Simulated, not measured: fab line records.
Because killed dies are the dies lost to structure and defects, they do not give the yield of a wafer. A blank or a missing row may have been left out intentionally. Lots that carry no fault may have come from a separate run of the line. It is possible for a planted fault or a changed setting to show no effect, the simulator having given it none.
fab line records | flow sky130
[record] lots = 12 | wafers = 36 | lastDay = 51
route steps=708 shown SD_N@350 LOCAL_INTERCONNECT@399 CONTACT@406 PAD_OPEN@708
lots that met no fault: taken from a fault-free run of the same line
startH: hours from the record's opening day to when the first of the lot's shown wafers began | waitH: hours since the lot's step before | " unchanged from the row above | L1.1+2: a row that stands for several wafers | - either no value or no given start | * or withheld: withheld | < > ~ a bound
route shown NAME@n: a module of which the file shows steps, and the number in the route of the first | usual: the fault-free wafers' mean and standard deviation | same: alike in all rows | chamber/n: place in a boat | sites: the reading at each site | _std_site: standard deviation across them | _edge_site: mean of outer sites minus mean of inner sites | radiusMm: how far each site lies from the wafer's centre | mask NAME#n: copy n | behind: the tool/chamber that last shaped the wafer | hold: reason for holding the lot/hours on hold/outcome of the hold | device: transistor that didn't switch, given as n, p or np | end of line: at the end of the route, the tests of the same wafers | a step without rows: its recipe alone | killed: at the first sort, the dies lost to defects and structure; wafer yield is something else | map: shows each die of a wafer: x if killed, . if not, _ if none is there
set.NAME: setting as actually run; set.NAME@STEP: the setting as run at that earlier step | model.NAME: the simulator's own value behind a step, which no gauge read
steps of the route over a sample of lots; a table a step, a row a wafer
services: the hour from which a tool's chamber was out of use, counted from the record's first day as startH (under 0 if before that day), plus the number of hours and why
[[steps]]
[step SKY_SD_N_OVL_MEAS_08]
[usual] SD_N_OVL = 0.9/1.3
lot.wafer | tool       | chamber | startH | waitH | SD_N_OVL[nm]
L813.2    | overlay-02 | -       | 669.73 | 0.1   | 2.3
L813.5    | "          | -       | "      | "     | 1.1
L813.6    | "          | -       | "      | "     | 1.6
L814.1    | overlay-01 | -       | 681.04 | 0.1   | 1.6
L814.3    | "          | -       | "      | "     | 3.3
L814.5    | "          | -       | "      | "     | 3.2
L819.1    | overlay-02 | -       | 709.32 | 0.1   | 0.3
L819.3    | "          | -       | "      | "     | 3.1
L819.4    | "          | -       | "      | "     | 1.0
L820.1    | overlay-01 | -       | 722.63 | 0.1   | -0.2
L820.2    | "          | -       | "      | "     | -1.4
L820.3    | "          | -       | "      | "     | -0.6
L821.1    | overlay-01 | -       | 724.67 | 0.1   | 2.1
L821.2    | "          | -       | "      | "     | 2.5
L821.3    | "          | -       | "      | "     | 0.9
L822.1    | overlay-02 | -       | 733.08 | 0.1   | -0.4
L822.5    | "          | -       | "      | "     | 1.0
L822.6    | "          | -       | "      | "     | 0.3
L823.3    | overlay-02 | -       | 750.09 | 0.1   | -0.1
L823.4    | "          | -       | "      | "     | -0.7
L823.5    | "          | -       | "      | "     | -1.1
L824.4    | overlay-01 | -       | 756.34 | 0.1   | -0.4
L824.5    | "          | -       | "      | "     | 1.7
L824.6    | "          | -       | "      | "     | -1.3
L825.3    | overlay-01 | -       | 764.05 | 0.1   | -0.8
L825.5    | "          | -       | "      | "     | 0.2
L825.6    | "          | -       | "      | "     | 0.7
L827.1    | overlay-01 | -       | 779.99 | 0.1   | 1.1
L827.4    | "          | -       | "      | "     | 0.6
L827.5    | "          | -       | "      | "     | 1.8
L829.1    | overlay-01 | -       | 794.53 | 0.1   | 0.9
L829.2    | "          | -       | "      | "     | 1.5
L829.3    | "          | -       | "      | "     | 0.1
L835.4    | overlay-01 | -       | 832.59 | 0.1   | 0.6
L835.5    | "          | -       | "      | "     | 0.0
L835.6    | "          | -       | "      | "     | 3.2
[step SKY_LOCAL_INTERCONNECT_OVL_MEAS_12]
[usual] LOCAL_INTERCONNECT_OVL = 2/6.6
lot.wafer | tool       | chamber | startH | waitH | LOCAL_INTERCONNECT_OVL[nm]
L813.2    | overlay-01 | -       | 730.83 | 0.1   | -6
L813.5    | "          | -       | "      | "     | 5
L813.6    | "          | -       | "      | "     | -2
L814.1    | overlay-01 | -       | 741.81 | 0.1   | 8
L814.3    | "          | -       | "      | "     | 5
L814.5    | "          | -       | "      | "     | 12
L819.1    | overlay-01 | -       | 769.52 | 0.1   | -11
L819.3    | "          | -       | "      | "     | -15
L819.4    | "          | -       | "      | "     | 11
L820.1    | overlay-02 | -       | 783.23 | 0.1   | 5
L820.2    | "          | -       | "      | "     | 7
L820.3    | "          | -       | "      | "     | -5
L821.1    | overlay-02 | -       | 784.36 | 0.1   | 13
L821.2    | "          | -       | "      | "     | 5
L821.3    | "          | -       | "      | "     | 17
L822.1    | overlay-02 | -       | 792.28 | 0.1   | 2
L822.5    | "          | -       | "      | "     | 2
L822.6    | "          | -       | "      | "     | -3
L823.3    | overlay-01 | -       | 808.72 | 0.1   | 2
L823.4    | "          | -       | "      | "     | 4
L823.5    | "          | -       | "      | "     | 12
L824.4    | overlay-01 | -       | 813.49 | 0.1   | 6
L824.5    | "          | -       | "      | "     | 10
L824.6    | "          | -       | "      | "     | 2
L825.3    | overlay-01 | -       | 821.39 | 0.1   | -1
L825.5    | "          | -       | "      | "     | 7
L825.6    | "          | -       | "      | "     | -8
L827.1    | overlay-02 | -       | 836.66 | 0.1   | 8
L827.4    | "          | -       | "      | "     | -2
L827.5    | "          | -       | "      | "     | -2
L829.1    | overlay-02 | -       | 850.13 | 0.1   | -1
L829.2    | "          | -       | "      | "     | 0
L829.3    | "          | -       | "      | "     | -1
L835.4    | overlay-02 | -       | 888.53 | 0.1   | -7
L835.5    | "          | -       | "      | "     | -1
L835.6    | "          | -       | "      | "     | -7
[step SKY_CONTACT_CVD_00]
[recipe] material = Si3N4 | targetThkNm = 75 | tempC = 400 | timeS = withheld | rfW = 450
[usual] heaterPowerW = 760/100
lot.wafer | tool     | chamber | startH | waitH | heaterPowerW
L813.2    | pecvd-02 | 1       | 731.78 | 0.0   | 706
L813.5    | "        | 2       | "      | "     | 766
L813.6    | "        | 0       | "      | "     | 768
L814.1    | pecvd-01 | 1       | 742.78 | 0.0   | 819
L814.3    | "        | 2       | "      | "     | 908
L814.5    | "        | 2       | "      | "     | 936
L819.1    | pecvd-01 | 0       | 770.27 | 0.0   | 687
L819.3    | "        | 1       | "      | "     | 741
L819.4    | "        | 2       | "      | "     | 916
L820.1    | pecvd-01 | 1       | 783.98 | 0.0   | 728
L820.2    | "        | 2       | "      | "     | 954
L820.3    | "        | 2       | "      | "     | 975
L821.1    | pecvd-02 | 2       | 785.11 | 0.0   | 802
L821.2    | "        | 0       | "      | "     | 664
L821.3    | "        | 1       | "      | "     | 649
L822.1    | pecvd-03 | 0       | 793.05 | 0.0   | 698
L822.5    | "        | 2       | "      | "     | 521
L822.6    | "        | 1       | "      | "     | 676
L823.3    | pecvd-02 | 1       | 809.49 | 0.0   | 645
L823.4    | "        | 0       | "      | "     | 777
L823.5    | "        | 1       | "      | "     | 651
L824.4    | pecvd-01 | 0       | 814.25 | 0.0   | 696
L824.5    | "        | 1       | "      | "     | 756
L824.6    | "        | 2       | "      | "     | 939
L825.3    | pecvd-01 | 2       | 822.12 | 0.0   | 910
L825.5    | "        | 2       | "      | "     | 914
L825.6    | "        | 1       | "      | "     | 853
L827.1    | pecvd-01 | 0       | 837.40 | 0.0   | 824
L827.4    | "        | 0       | "      | "     | 829
L827.5    | "        | 2       | "      | "     | 945
L829.1    | pecvd-01 | 1       | 850.99 | 0.0   | 765
L829.2    | "        | 2       | "      | "     | 935
L829.3    | "        | 0       | "      | "     | 838
L835.4    | pecvd-02 | 0       | 889.33 | 0.0   | 731
L835.5    | "        | 1       | "      | "     | 638
L835.6    | "        | 2       | "      | "     | 782
[step SKY_CONTACT_THK_MEAS_01]
[recipe] reads = Si3N4_of_CONTACT_CVD_00
[usual] CONTACT_CVD_00_THK = 74.9/1
lot.wafer | tool         | chamber | startH | waitH | CONTACT_CVD_00_THK[nm]
L813.2    | filmMetro-04 | -       | 731.82 | -     | 75.0
L813.5    | "            | -       | "      | "     | 75.8
L813.6    | "            | -       | "      | "     | 75.8
L814.1    | filmMetro-02 | -       | 742.81 | -     | 72.6
L814.3    | "            | -       | "      | "     | 73.3
L814.5    | "            | -       | "      | "     | 75.0
L819.1    | filmMetro-04 | -       | 770.30 | -     | 74.6
L819.3    | "            | -       | "      | "     | 74.0
L819.4    | "            | -       | "      | "     | 75.8
L820.1    | filmMetro-04 | -       | 784.03 | -     | 73.5
L820.2    | "            | -       | "      | "     | 75.1
L820.3    | "            | -       | "      | "     | 75.4
L821.1    | filmMetro-04 | -       | 785.14 | -     | 73.9
L821.2    | "            | -       | "      | "     | 73.6
L821.3    | "            | -       | "      | "     | 73.6
L822.1    | filmMetro-02 | -       | 793.09 | -     | 73.9
L822.5    | "            | -       | "      | "     | 75.3
L822.6    | "            | -       | "      | "     | 74.5
L823.3    | filmMetro-02 | -       | 809.54 | -     | 75.5
L823.4    | "            | -       | "      | "     | 76.5
L823.5    | "            | -       | "      | "     | 75.9
L824.4    | filmMetro-02 | -       | 814.35 | -     | 76.2
L824.5    | "            | -       | "      | "     | 75.6
L824.6    | "            | -       | "      | "     | 75.5
L825.3    | filmMetro-04 | -       | 822.18 | -     | 73.1
L825.5    | "            | -       | "      | "     | 75.5
L825.6    | "            | -       | "      | "     | 76.5
L827.1    | filmMetro-03 | -       | 837.44 | -     | 73.7
L827.4    | "            | -       | "      | "     | 75.7
L827.5    | "            | -       | "      | "     | 75.2
L829.1    | filmMetro-03 | -       | 851.02 | -     | 75.6
L829.2    | "            | -       | "      | "     | 58.5
L829.3    | "            | -       | "      | "     | 76.0
L835.4    | filmMetro-04 | -       | 889.38 | -     | 75.9
L835.5    | "            | -       | "      | "     | 75.7
L835.6    | "            | -       | "      | "     | 75.5
[step SKY_CONTACT_CD_MEAS_14]
[recipe] targetCdNm = 170
[usual] cdNm = 169.8/1.8
lot.wafer | tool     | chamber | startH | waitH | cdNm
L813.2    | cdSem-01 | -       | 760.86 | -     | 173.0
L813.5    | "        | -       | "      | "     | 173.1
L813.6    | "        | -       | "      | "     | 172.3
L814.1    | cdSem-01 | -       | 772.40 | -     | 172.2
L814.3    | "        | -       | "      | "     | 172.6
L814.5    | "        | -       | "      | "     | 172.0
L819.1    | cdSem-01 | -       | 798.67 | -     | 170.1
L819.3    | "        | -       | "      | "     | 169.7
L819.4    | "        | -       | "      | "     | 169.5
L820.1    | cdSem-02 | -       | 811.34 | -     | 173.6
L820.2    | "        | -       | "      | "     | 173.4
L820.3    | "        | -       | "      | "     | 174.0
L821.1    | cdSem-02 | -       | 812.49 | -     | 166.4
L821.2    | "        | -       | "      | "     | 168.3
L821.3    | "        | -       | "      | "     | 169.1
L822.1    | cdSem-02 | -       | 820.69 | -     | 166.9
L822.5    | "        | -       | "      | "     | 168.7
L822.6    | "        | -       | "      | "     | 167.4
L823.3    | cdSem-02 | -       | 836.23 | -     | 168.6
L823.4    | "        | -       | "      | "     | 169.0
L823.5    | "        | -       | "      | "     | 168.7
L824.4    | cdSem-02 | -       | 842.55 | -     | 166.1
L824.5    | "        | -       | "      | "     | 166.1
L824.6    | "        | -       | "      | "     | 166.1
L825.3    | cdSem-02 | -       | 849.20 | -     | 169.4
L825.5    | "        | -       | "      | "     | 171.2
L825.6    | "        | -       | "      | "     | 169.3
L827.1    | cdSem-01 | -       | 864.72 | -     | 168.6
L827.4    | "        | -       | "      | "     | 168.1
L827.5    | "        | -       | "      | "     | 167.8
L829.1    | cdSem-02 | -       | 877.96 | -     | 168.3
L829.2    | "        | -       | "      | "     | 167.7
L829.3    | "        | -       | "      | "     | 167.8
L835.4    | cdSem-02 | -       | 916.28 | -     | 170.7
L835.5    | "        | -       | "      | "     | 170.8
L835.6    | "        | -       | "      | "     | 170.3
[step SKY_CONTACT_ETCH_18]
[recipe] target = Si3N4 | chemistry = CHF3/O2 | stopOn = TiN | sourceW = 600 | biasW = 200 | pressureMtorr = 40 | chf3FlowSccm = 50 | O2_flow_sccm = 5 | timeS = 39 | targetDepthA = 750
[usual] drypumpMotorCurrentA = 5.9/0.61 | oesProductAu = 0.855/0.0073 | throttleValvePct = 8.794/0.0097
lot.wafer | tool       | chamber | startH | waitH | drypumpMotorCurrentA | oesProductAu | rfHoursCounterH | throttleValvePct
L813.2    | rieDiel-02 | 2       | -      | -     | 5.9                  | 0.856        | 16              | 8.787
L813.5    | "          | 2       | "      | "     | 5.9                  | 0.861        | -               | 8.785
L813.6    | "          | 1       | "      | "     | 5.4                  | 0.866        | -               | 8.800
L814.1    | rieDiel-04 | 3       | -      | -     | 6.7                  | 0.836        | 4               | 8.784
L814.3    | "          | 0       | "      | "     | 4.9                  | 0.849        | 5               | 8.788
L814.5    | "          | 3       | "      | "     | 6.7                  | 0.856        | -               | 8.809
L819.1    | rieDiel-04 | 0       | -      | -     | 4.9                  | 0.858        | 6               | 8.800
L819.3    | "          | 1       | "      | "     | 6.0                  | 0.846        | 8               | 8.802
L819.4    | "          | 3       | "      | "     | 6.7                  | 0.854        | 4               | 8.787
L820.1    | rieDiel-02 | 2       | -      | -     | 5.8                  | 0.843        | 18              | 8.794
L820.2    | "          | 3       | "      | "     | 5.4                  | 0.855        | 10              | 8.797
L820.3    | "          | 0       | "      | "     | 6.5                  | 0.853        | 25              | 8.771
L821.1    | rieDiel-02 | 2       | -      | -     | 5.9                  | 0.850        | 18              | 8.793
L821.2    | "          | 0       | "      | "     | 6.5                  | 0.850        | 25              | 8.785
L821.3    | "          | 3       | "      | "     | 5.3                  | 0.852        | 10              | 8.782
L822.1    | rieDiel-04 | 2       | -      | -     | 6.5                  | 0.841        | 17              | 8.802
L822.5    | "          | 0       | "      | "     | 4.9                  | 0.860        | -               | 8.790
L822.6    | "          | 1       | "      | "     | 6.0                  | 0.850        | -               | 8.801
L823.3    | rieDiel-04 | 2       | -      | -     | 6.5                  | 0.857        | 17              | 8.774
L823.4    | "          | 0       | "      | "     | 4.9                  | 0.868        | 7               | 8.785
L823.5    | "          | 3       | "      | "     | 6.7                  | 0.858        | -               | 8.787
L824.4    | rieDiel-02 | 3       | -      | -     | 5.4                  | 0.864        | 11              | 8.792
L824.5    | "          | 3       | "      | "     | 5.4                  | 0.860        | -               | 8.801
L824.6    | "          | 0       | "      | "     | 6.5                  | 0.856        | -               | 8.789
L825.3    | rieDiel-04 | 2       | -      | -     | 6.5                  | 0.841        | 17              | 8.793
L825.5    | "          | 0       | "      | "     | 4.9                  | 0.870        | -               | 8.789
L825.6    | "          | 3       | "      | "     | 6.7                  | 0.863        | -               | 8.802
L827.1    | rieDiel-04 | 3       | -      | -     | 6.6                  | 0.849        | 6               | 8.790
L827.4    | "          | 0       | "      | "     | 4.9                  | 0.856        | 8               | 8.799
L827.5    | "          | 3       | "      | "     | 6.7                  | 0.858        | -               | 8.797
L829.1    | rieDiel-04 | 0       | -      | -     | 4.9                  | 0.859        | 8               | 8.789
L829.2    | "          | 3       | "      | "     | 6.6                  | 0.744        | 7               | 8.776
L829.3    | "          | 1       | "      | "     | 6.0                  | 0.862        | 11              | 8.789
L835.4    | rieDiel-03 | 3       | -      | -     | 4.9                  | 0.869        | 15              | 8.784
L835.5    | "          | 1       | "      | "     | 6.3                  | 0.856        | -               | 8.795
L835.6    | "          | 0       | "      | "     | 6.7                  | 0.864        | -               | 8.785
[step SKY_PAD_OPEN_PROBE_99]
[usual] killed_at_M0_to_M3 = 43/6.9 | killed_at_M4_up = 3.2/1.6 | killedAtContacts = 25/5.1 | killedAtFrontEnd = 16/4.5 | killedAtOther = 0.3/0.68 | killedDies = 87/8.9 | killedOnRim = 16/3.6 | killedOpen = 48/6.9 | killedShort = 39/6.3
[same] grossDies = 492 | killedAtBackSide = 0
lot.wafer | tool      | chamber | startH  | waitH | killed_at_M0_to_M3 | killed_at_M4_up | killedAtContacts | killedAtFrontEnd | killedAtOther | killedDies | killedOnRim | killedOpen | killedShort
L813.2    | prober-01 | -       | 1105.53 | 0.1   | 53                 | 2               | 20               | 12               | 0             | 87         | 19          | 57         | 30
L813.5    | prober-01 | -       | 1105.68 | 0.2   | 36                 | 3               | 17               | 13               | 0             | 69         | 11          | 36         | 33
L813.6    | prober-01 | -       | 1105.73 | 0.2   | 40                 | 4               | 18               | 15               | 0             | 77         | 13          | 41         | 36
L822.1    | prober-01 | -       | 1148.64 | 0.1   | 38                 | 3               | 46               | 19               | 1             | 107        | 18          | 53         | 54
L822.5    | prober-01 | -       | 1148.84 | 0.2   | 50                 | 1               | 21               | 19               | 0             | 91         | 18          | 40         | 51
L822.6    | prober-01 | -       | 1148.89 | 0.2   | 38                 | 4               | 32               | 14               | 0             | 88         | 16          | 56         | 32
L823.3    | prober-02 | -       | 1159.24 | 0.2   | 40                 | 4               | 28               | 18               | 0             | 90         | 18          | 54         | 36
L823.4    | prober-02 | -       | 1159.29 | 0.2   | 35                 | 2               | 21               | 12               | 1             | 71         | 15          | 40         | 30
L823.5    | prober-02 | -       | 1159.34 | 0.2   | 43                 | 4               | 26               | 14               | 0             | 87         | 14          | 44         | 43
L825.3    | prober-02 | -       | 1170.59 | 0.2   | 48                 | 5               | 24               | 16               | 1             | 94         | 19          | 44         | 49
L825.5    | prober-02 | -       | 1170.69 | 0.2   | 54                 | 2               | 23               | 22               | 0             | 101        | 17          | 56         | 45
L825.6    | prober-02 | -       | 1170.74 | 0.2   | 51                 | 5               | 13               | 14               | 0             | 83         | 18          | 35         | 48
L827.1    | prober-02 | -       | 1179.69 | 0.1   | 41                 | 3               | 33               | 20               | 0             | 97         | 18          | 59         | 38
L827.4    | prober-02 | -       | 1179.84 | 0.2   | 37                 | 4               | 31               | 14               | 0             | 86         | 15          | 47         | 39
L827.5    | prober-02 | -       | 1179.89 | 0.2   | 48                 | 3               | 21               | 17               | 0             | 89         | 17          | 42         | 47
L829.1    | prober-02 | -       | 1190.78 | 0.1   | 46                 | 2               | 18               | 16               | 0             | 82         | 14          | 39         | 43
L829.3    | prober-02 | -       | 1190.88 | 0.2   | 42                 | 4               | 24               | 8                | 0             | 78         | 17          | 43         | 35
// killed by level:class
L813.2 CONTACT:geometricParticle:open=11 VIA1:geometricParticle:open=10 VIA3:geometricParticle:open=9 VIA2:geometricParticle:open=9 POLY_GATE:geometricParticle:open=6 METAL2:geometricParticle:short=6 LI_CONTACT:geometricParticle:open=6 VIA1:geometricParticle:short=5
L813.5 VIA1:geometricParticle:open=7 METAL2:geometricParticle:short=7 LI_CONTACT:geometricParticle:open=6 CONTACT:geometricParticle:open=6 VIA3:geometricParticle:open=5 FIELD_ISO:geometricParticle:short=4 METAL1:geometricParticle:short=4 CONTACT:geometricParticle:short=4
L813.6 VIA1:geometricParticle:open=9 VIA3:geometricParticle:open=9 CONTACT:geometricParticle:open=7 METAL2:geometricParticle:short=7 FIELD_ISO:geometricParticle:short=6 LI_CONTACT:geometricParticle:open=6 METAL1:geometricParticle:short=6 POLY_GATE:geometricParticle:short=4
L822.1 CONTACT:geometricParticle:open=12 CONTACT:geometricParticle:short=11 VIA1:geometricParticle:open=10 LOCAL_INTERCONNECT:geometricParticle:short=10 LI_CONTACT:geometricParticle:open=7 POLY_GATE:geometricParticle:open=6 FIELD_ISO:geometricParticle:short=5 LI_CONTACT:geometricParticle:short=5
L822.5 METAL2:geometricParticle:short=9 VIA3:geometricParticle:open=8 LI_CONTACT:geometricParticle:open=8 METAL1:geometricParticle:short=6 CONTACT:geometricParticle:open=6 VIA1:geometricParticle:open=5 VIA1:geometricParticle:short=5 FIELD_ISO:geometricParticle:short=4
L822.6 VIA1:geometricParticle:open=16 CONTACT:geometricParticle:open=15 LOCAL_INTERCONNECT:geometricParticle:short=8 VIA1:geometricParticle:short=5 POLY_GATE:geometricParticle:short=4 VIA2:geometricParticle:open=4 VIA3:geometricParticle:open=4 POLY_GATE:geometricParticle:open=3
L823.3 VIA1:geometricParticle:open=18 LI_CONTACT:geometricParticle:open=10 FIELD_ISO:geometricParticle:short=8 CONTACT:geometricParticle:open=7 VIA3:geometricParticle:open=7 CONTACT:geometricParticle:short=6 METAL2:geometricParticle:short=4 FIELD_ISO:geometricParticle:open=3
L823.4 VIA1:geometricParticle:open=12 CONTACT:geometricParticle:open=8 VIA3:geometricParticle:open=7 METAL1:geometricParticle:short=6 VIA1:geometricParticle:short=5 LI_CONTACT:geometricParticle:open=4 LI_CONTACT:geometricParticle:short=3 LOCAL_INTERCONNECT:geometricParticle:short=3
L823.5 CONTACT:geometricParticle:open=11 VIA1:geometricParticle:open=10 VIA1:geometricParticle:short=8 METAL2:geometricParticle:short=8 LI_CONTACT:geometricParticle:open=7 POLY_GATE:geometricParticle:short=4 CONTACT:geometricParticle:short=4 POLY_GATE:geometricParticle:open=3
L825.3 VIA1:geometricParticle:open=12 METAL1:geometricParticle:short=10 CONTACT:geometricParticle:open=7 LI_CONTACT:geometricParticle:open=6 METAL2:geometricParticle:short=6 VIA3:geometricParticle:short=5 LOCAL_INTERCONNECT:geometricParticle:short=5 METAL4:geometricParticle:short=5
L825.5 VIA1:geometricParticle:open=14 CONTACT:geometricParticle:open=11 POLY_GATE:geometricParticle:short=8 VIA3:geometricParticle:open=8 LI_CONTACT:geometricParticle:open=7 VIA1:geometricParticle:short=6 VIA2:geometricParticle:open=6 FIELD_ISO:geometricParticle:short=5
L825.6 METAL2:geometricParticle:short=13 VIA1:geometricParticle:open=12 LI_CONTACT:geometricParticle:open=6 METAL3:geometricParticle:short=6 POLY_GATE:geometricParticle:short=5 METAL1:geometricParticle:short=5 VIA1:geometricParticle:short=4 METAL4:geometricParticle:short=4
L827.1 CONTACT:geometricParticle:open=15 VIA3:geometricParticle:open=8 VIA1:geometricParticle:open=8 LI_CONTACT:geometricParticle:open=7 VIA2:geometricParticle:open=6 FIELD_ISO:geometricParticle:open=5 POLY_GATE:geometricParticle:open=4 METAL1:geometricParticle:short=4
L827.4 CONTACT:geometricParticle:open=13 LI_CONTACT:geometricParticle:open=7 CONTACT:geometricParticle:short=6 VIA3:geometricParticle:open=6 VIA1:geometricParticle:open=6 METAL2:geometricParticle:short=5 POLY_GATE:geometricParticle:short=4 FIELD_ISO:geometricParticle:open=3
L827.5 VIA3:geometricParticle:open=8 VIA1:geometricParticle:short=7 VIA1:geometricParticle:open=7 LI_CONTACT:geometricParticle:open=6 CONTACT:geometricParticle:short=6 POLY_GATE:geometricParticle:short=5 METAL1:geometricParticle:short=5 METAL2:geometricParticle:short=4
L829.1 METAL2:geometricParticle:short=8 VIA3:geometricParticle:open=8 VIA2:geometricParticle:open=7 VIA2:geometricParticle:short=7 CONTACT:geometricParticle:open=6 VIA1:geometricParticle:open=5 LI_CONTACT:geometricParticle:short=4 FIELD_ISO:geometricParticle:open=3
L829.3 CONTACT:geometricParticle:open=10 VIA2:geometricParticle:open=8 VIA1:geometricParticle:open=7 VIA3:geometricParticle:open=7 FIELD_ISO:geometricParticle:short=5 LI_CONTACT:geometricParticle:open=5 METAL1:geometricParticle:open=4 CONTACT:geometricParticle:short=4
[[services]]
tool       | chamber | startH | hours | kind
rieDiel-03 | 1       | 712.71 | 6.8   | repair
pecvd-02   | 0       | 713.06 | 2.1   | scheduledDown
pecvd-03   | 2       | 713.47 | 2.1   | scheduledDown
rieDiel-03 | 3       | 714.80 | 4.3   | repair
pecvd-02   | 2       | 720.85 | 5.5   | scheduledDown
rieDiel-03 | -       | 750.94 | 2.8   | pm
rieDiel-02 | 3       | 755.08 | 4.5   | repair
pecvd-01   | -       | 756.09 | 1.4   | repair
pecvd-01   | 0       | 783.50 | 2.1   | scheduledDown
pecvd-01   | 1       | 786.56 | 5.5   | scheduledDown
rieDiel-04 | 0       | 794.59 | 3.2   | repair
rieDiel-02 | 1       | 810.69 | 11.2  | repair
pecvd-02   | -       | 816.63 | 0.9   | repair
rieDiel-03 | 2       | 820.37 | -     | clean
rieDiel-03 | 2       | 820.37 | 15.9  | scheduledDown
rieDiel-03 | 2       | 820.37 | 15.9  | ventCycle
rieDiel-03 | 3       | 831.16 | 6.0   | repair
rieDiel-03 | 1       | 831.94 | 8.2   | repair
pecvd-03   | 1       | 860.36 | 2.1   | scheduledDown
rieDiel-04 | 2       | 866.07 | 10.3  | repair
rieDiel-03 | 1       | 868.48 | 3.6   | repair
pecvd-03   | 0       | 877.79 | 5.5   | scheduledDown
pecvd-03   | 0       | 883.25 | 5.0   | scheduledDown
rieDiel-02 | 0       | 904.76 | 2.7   | repair
[[key]]
[firstSign] step = SKY_CONTACT_THK_MEAS_01 | reading = CONTACT_CVD_00_THK | direction = down | sigmas = 16 | usual = 74.9 | struck = 58.5
[effect] step = SKY_CONTACT_ETCH_18 | reading = oesProductAu | direction = down | sigmas = 15 | usual = 0.855 | struck = 0.744
metAt SKY_CONTACT_CVD_00
struckLots L829
struckWafers L829.2
testerLeftOut L829
notActingAt SKY_SD_N_OVL_MEAS_08,SKY_LOCAL_INTERCONNECT_OVL_MEAS_12,SKY_CONTACT_CD_MEAS_14
onsetBetween 837.40 850.99
[fault] kind = processParameterDrift | tool = pecvd-01 | chamber = - | onsetH = 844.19 | steps = SKY_CONTACT_CVD_00 | channel = timeS | offset = withheld | shape = step | endH = 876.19 | scope = struckWafersOnly | actsIn = *
// testerLeftOut: of these lots the tester's yield and bins aren't shown, on N5 and GAA mostly nor the transistor test; their killed dies are dies lost to structure and defects alone, not to doping, threshold or leakage, so they don't give the yield
